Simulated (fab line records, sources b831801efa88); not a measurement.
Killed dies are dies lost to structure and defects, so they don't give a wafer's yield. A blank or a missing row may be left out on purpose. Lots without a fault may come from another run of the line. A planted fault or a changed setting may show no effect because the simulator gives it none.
fab line records | flow gf180mcu
record lots=7 wafers=21 last_day=33
route steps=602 shown MIM@524 M5@526
lots that met no fault: from a run of the same line without faults
start_h: hours from the record's first day to the start of the lot's first wafer shown | wait_h: hours since the lot's step before | " the same as in the row above | L1.1+2: a row that stands for several wafers | - no value, or no start given | * or withheld: withheld | < > ~ a bound
route shown NAME@n: a module of which the file shows steps, and the number in the route of the first | usual: mean/standard deviation of fault-free wafers | same: alike in all rows | chamber/n: place in a boat | sites: the reading at each site | _std_site: their standard deviation | _edge_site: outer sites' mean less inner sites' | radius_mm: how far each site lies from the wafer's centre | mask NAME#n: copy n | behind: the tool/chamber that last shaped the wafer | hold: why the lot was held/for how many hours/how that ended | device: the transistor (n, p or np) that didn't switch | end of line: the same wafers' tests at the end of the route | a step without rows: its recipe alone | killed: dies lost to structure and defects at the first sort, not the wafer's yield | map: a wafer's dies, x killed, . not, _ none there
set.NAME: the setting as run; set.NAME@STEP: as run at that earlier step | model.NAME: the simulator's own value behind a step, which no gauge read
lots at some steps of the route; a table a step, a row a wafer
services: from which hour (start_h, from the record's first day; less than 0 if before it) a tool's chamber was out of use, for how many hours, and why
## steps
# step GF_MIM_STRIP_21
# recipe chemistry=post_etch_residue_remover time_s=1200 temp_c=72.5
# step GF_MIM_CLEAN_22
# recipe chemistry=DIW dry=n2_spin
# step GF_M5_DEHYDRATE_00
# recipe temp_c=200 time_s=60
# step GF_M5_HMDS_01
# recipe prime_time_s=60 prime_temp_c=120
# step GF_M5_COAT_02
# recipe resist=KrF spin_rpm=withheld resist_thk_nm=1000
# step GF_M5_SOFTBAKE_03
# recipe temp_c=130 time_s=60 resist=KrF
# step GF_M5_EXPOSE_04
# recipe mask_id=Metal5 target_cd_nm=280 na=0.68 source_shape=conventional sigma_outer=0.6 dose_mj=28
# step GF_M5_PEB_05
# recipe peb_temp_c=135 peb_time_s=90 resist=KrF
# step GF_M5_DEVELOP_06
# recipe develop_time_s=60 dev_temp_c=21
# step GF_M5_CD_MEAS_07
# recipe target_cd_nm=280
# usual cd_nm=280.3/1.3
# columns lot.wafer tool chamber start_h wait_h cd_nm
L374.1 cd_sem-01 - 600.55 0.1 279.8
L374.4 " - " " 280.3
L374.5 " - " " 279.0
L377.4 cd_sem-02 - 636.97 0.1 280.9
L377.5 " - " " 280.9
L377.6 " - " " 282.1
L378.1 cd_sem-01 - 641.94 0.1 280.8
L378.5 " - " " 280.8
L378.6 " - " " 280.6
L380.3 cd_sem-02 - 662.95 0.1 280.6
L380.4 " - " " 280.7
L380.5 " - " " 281.6
L379.2 cd_sem-01 - 664.12 0.1 282.9
L379.4 " - " " 282.7
L379.5 " - " " 282.9
L390.2 cd_sem-01 - 722.32 0.1 280.1
L390.3 " - " " 278.4
L390.4 " - " " 278.8
L392.1 cd_sem-02 - 733.78 0.1 279.7
L392.3 " - " " 280.4
L392.4 " - " " 280.1
# step GF_M5_OVL_MEAS_08
# usual M5_OVL=2/5.3
# columns lot.wafer tool chamber start_h wait_h M5_OVL[nm]
L374.1 overlay-02 - 600.67 0.1 -8
L374.4 " - " " -6
L374.5 " - " " -5
L377.4 overlay-02 - 637.05 0.1 6
L377.5 " - " " 9
L377.6 " - " " 5
L378.1 overlay-01 - 642.06 0.1 7
L378.5 " - " " 2
L378.6 " - " " 2
L380.3 overlay-02 - 663.04 0.1 1
L380.4 " - " " 7
L380.5 " - " " 2
L379.2 overlay-02 - 664.22 0.1 4
L379.4 " - " " 11
L379.5 " - " " 8
L390.2 overlay-02 - 722.42 0.1 -4
L390.3 " - " " 0
L390.4 " - " " -7
L392.1 overlay-01 - 733.90 0.1 -6
L392.3 " - " " -5
L392.4 " - " " -5
# step GF_M5_ETCH_09
# recipe chemistry=CF4/O2 target=Si3N4 target_depth_nm=52 source_w=800 bias_w=150 pressure_mtorr=150 cf4_flow_sccm=80 O2_flow_sccm=10 time_s=11.6
# usual O2_flow_sccm=9.999/0.026 bias_w=150.0/0.41 drypump_motor_current_A=5.9/0.49 oes_product_au=1.004/0.01 throttle_valve_pct=5.971/0.0093
# columns lot.wafer tool chamber start_h wait_h O2_flow_sccm bias_w drypump_motor_current_A oes_product_au rf_hours_counter_h throttle_valve_pct
L374.1 rie_diel-04 3 600.71 0.0 9.981 150.2 6.4 0.992 27 5.961
L374.4 " 2 " " 10.011 150.3 6.6 0.982 50 5.959
L374.5 " 3 " " 10.049 150.5 6.4 0.995 - 5.966
L377.4 rie_diel-04 3 637.07 0.0 9.974 150.0 6.4 0.990 28 5.966
L377.5 " 1 " " 9.986 150.4 5.3 1.005 - 5.974
L377.6 " 0 " " 9.979 150.2 4.9 1.006 - 5.958
L378.1 rie_diel-01 1 642.09 0.0 9.994 149.2 6.0 1.009 59 5.966
L378.5 " 1 " " 9.947 150.0 6.0 0.995 - 5.963
L378.6 " 2 " " 9.985 149.6 5.5 1.003 - 5.979
L380.3 rie_diel-02 3 663.07 0.0 9.985 150.4 5.5 1.018 1 5.988
L380.4 " 2 " " 10.034 149.9 6.3 1.023 14 5.998
L380.5 " 1 " " 10.031 150.4 6.3 1.000 - 5.976
L379.2 rie_diel-01 2 664.25 0.0 10.055 148.9 5.6 1.027 67 5.962
L379.4 " 1 " " 9.993 149.5 6.0 1.024 - 5.956
L379.5 " 3 " " 10.046 149.5 5.7 0.995 - 5.972
L390.2 rie_diel-01 2 722.45 0.0 9.951 150.0 5.6 1.001 1 5.979
L390.3 " 3 " " 10.018 149.5 5.7 0.989 18 5.977
L390.4 " 0 " " 9.994 149.3 6.1 1.010 2 5.979
L392.1 rie_diel-04 1 733.94 0.0 9.994 149.9 5.3 1.015 7 5.962
L392.3 " 3 " " 10.011 149.9 6.4 0.983 32 5.968
L392.4 " 0 " " 10.022 148.9 4.9 0.994 - 5.990
# step GF_M5_METAL_ETCH_10
# recipe chemistry=Cl2/BCl3 mask_material=KrF target_depth_nm=627.5 stop_on=SiO2 pressure_mtorr=8 icp_w=822.7 bias_w=140 Cl2_flow_sccm=80 bcl3_flow_sccm=40 time_s=104.6
# usual bcl3_flow_sccm=39.99/0.12 bias_w=140.1/0.41 drypump_motor_current_A=6.0/0.3 oes_product_au=0.971/0.0073 throttle_valve_pct=28.250/0.011
# columns lot.wafer tool chamber start_h wait_h bcl3_flow_sccm bias_w drypump_motor_current_A oes_product_au rf_hours_counter_h throttle_valve_pct model.KrF_of_M5_COAT_02.thk_nm
L374.1 rie_metal-01 0 600.73 0.0 39.88 139.6 5.8 0.971 4 28.244 690.6
L374.4 " 0 " " 39.95 139.3 5.7 0.963 - 28.266 691.7
L374.5 " 0 " " 39.67 139.5 5.7 0.976 - 28.230 691
L377.4 rie_metal-02 0 637.13 0.0 - - - - - - 948.3
L377.5 " 1 " " - - - - - - 948.4
L377.6 " 0 " " - - - - - - 951.6
L378.1 rie_metal-02 1 642.11 0.0 - - - - - - 947.7
L378.5 " 0 " " - - - - - - 947.2
L378.6 " 1 " " - - - - - - 950
L380.3 rie_metal-01 1 663.13 0.0 - - - - - - 946
L380.4 " 0 " " - - - - - - 946.7
L380.5 " 1 " " - - - - - - 947.5
L379.2 rie_metal-03 1 664.28 0.0 39.93 140.3 5.5 0.985 3 28.234 698.3
L379.4 " 1 " " 39.80 140.3 5.5 0.976 - 28.241 698.8
L379.5 " 1 " " 39.91 139.9 5.5 0.975 - 28.227 697.7
L390.2 rie_metal-02 1 722.48 0.0 40.25 140.4 6.1 0.972 9 28.249 690.5
L390.3 " 1 " " 40.13 140.0 6.1 0.970 - 28.241 688.6
L390.4 " 0 " " 40.04 139.4 6.3 0.972 - 28.252 693.6
L392.1 rie_metal-03 1 733.96 0.0 39.98 140.1 5.5 0.962 5 28.260 693.5
L392.3 " 0 " " 40.12 139.3 6.4 0.979 - 28.237 691.6
L392.4 " 1 " " 39.95 139.8 5.5 0.982 - 28.243 697.7
# step GF_M5_STRIP_11
# recipe chemistry=O2/N2 power_w=1400 pressure_mtorr=1500 platen_temp_c=250 o2_flow_sccm=3000 n2_flow_sccm=300 overash_fraction=0.5
# usual drypump_motor_current_A=5.9/0.31 heater_power_w=327/45 oes_product_au=0.540/0.0047 strip_time_to_endpoint_s=7.46/0.039
# same overash_fraction=0.5
# columns lot.wafer tool chamber start_h wait_h drypump_motor_current_A heater_power_w oes_product_au rf_hours_counter_h strip_time_to_endpoint_s
L374.1 plasma_asher-01 0 600.95 0.2 5.9 249 0.536 85 7.46
L374.4 " 0 " " 5.8 239 0.545 - 7.44
L374.5 " 0 " " 5.9 245 0.540 - 7.46
L377.4 plasma_asher-02 1 637.24 0.1 5.6 327 0.640 - 9.93
L377.5 " 1 " " 5.6 328 0.646 - 9.94
L377.6 " 0 " " 6.4 286 0.647 - 9.98
L378.1 plasma_asher-01 0 642.23 0.1 5.8 252 0.649 90 9.93
L378.5 " 1 " " 5.7 368 0.640 - 9.94
L378.6 " 0 " " 5.9 248 0.642 - 9.97
L380.3 plasma_asher-03 0 663.24 0.1 5.7 358 0.642 - 9.93
L380.4 " 1 " " 6.3 346 0.644 - 9.92
L380.5 " 0 " " 5.7 370 0.639 - 9.94
L379.2 plasma_asher-03 0 664.39 0.1 5.6 360 0.538 105 7.51
L379.4 " 0 " " 5.7 373 0.524 - 7.52
L379.5 " 1 " " 6.3 354 0.539 - 7.52
L390.2 plasma_asher-02 1 722.59 0.1 5.6 315 0.539 59 7.44
L390.3 " 1 " " 5.7 321 0.535 - 7.42
L390.4 " 0 " " 6.4 290 0.537 - 7.48
L392.1 plasma_asher-01 1 734.08 0.1 5.6 362 0.543 100 7.46
L392.3 " 0 " " 5.9 248 0.540 - 7.46
L392.4 " 1 " " 5.7 351 0.546 - 7.52
# step GF_M5_STRIP_12
# recipe chemistry=post_etch_residue_remover time_s=1200 temp_c=72.5
## services
# columns tool chamber start_h hours kind
plasma_asher-03 - 586.01 2.2 repair
rie_metal-02 1 591.47 3.8 repair
rie_metal-02 - 608.14 0.5 repair
plasma_asher-02 - 627.87 9.3 repair
plasma_asher-02 - 639.68 5.9 repair
rie_metal-03 - 648.67 14.6 pm
rie_diel-01 0 653.52 - clean
rie_diel-01 0 653.52 31.9 scheduled_down
rie_diel-01 0 653.52 31.9 vent_cycle
rie_diel-02 1 667.33 1.3 repair
rie_diel-01 2 676.68 7.8 repair
rie_diel-01 2 685.41 - clean
rie_diel-01 2 685.41 17.5 scheduled_down
rie_diel-01 2 685.41 17.5 vent_cycle
rie_diel-01 1 702.90 - clean
rie_diel-01 1 702.90 11.6 scheduled_down
rie_diel-01 1 702.90 11.6 vent_cycle
rie_diel-04 0 703.60 2.2 repair
rie_diel-01 - 706.41 1.0 repair
rie_metal-03 - 709.01 4.0 pm
rie_diel-04 2 724.07 - clean
rie_diel-04 2 724.07 19.5 scheduled_down
rie_diel-04 2 724.07 19.5 vent_cycle
plasma_asher-03 - 733.75 9.0 pm
## key
first_sign step=GF_M5_METAL_ETCH_10 reading=tool_record direction=missing
effect step=GF_M5_STRIP_11 reading=strip_time_to_endpoint_s direction=up sigmas=63 usual=* struck=*
model_effect step=GF_M5_METAL_ETCH_10 value=KrF_of_M5_COAT_02.thk_nm without=688.8 struck=948.2
met_at GF_M5_METAL_ETCH_10
struck_wafers L377.4,L377.5,L377.6,L378.1,L378.5,L378.6,L380.3,L380.4,L380.5
later_rows_left_out L377.4,L377.5,L377.6,L378.1,L378.5,L378.6,L380.3,L380.4,L380.5
sort_left_out L377.4,L377.5,L377.6,L378.1,L378.5,L378.6,L380.3,L380.4,L380.5
onset_between 600.73 637.13
fault kind=skipped_step_whole tool=rie_metal-01,rie_metal-02 chamber=- onset_h=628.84 steps=GF_M5_METAL_ETCH_10 scope=struck_lots_only
# sort_left_out: the simulated sort isn't trusted on such a fault, so these wafers' sort isn't shown, and their yield isn't known
# later_rows_left_out: the simulator's readings of these wafers behind a module that went badly wrong aren't trusted and aren't shown, but for the sort
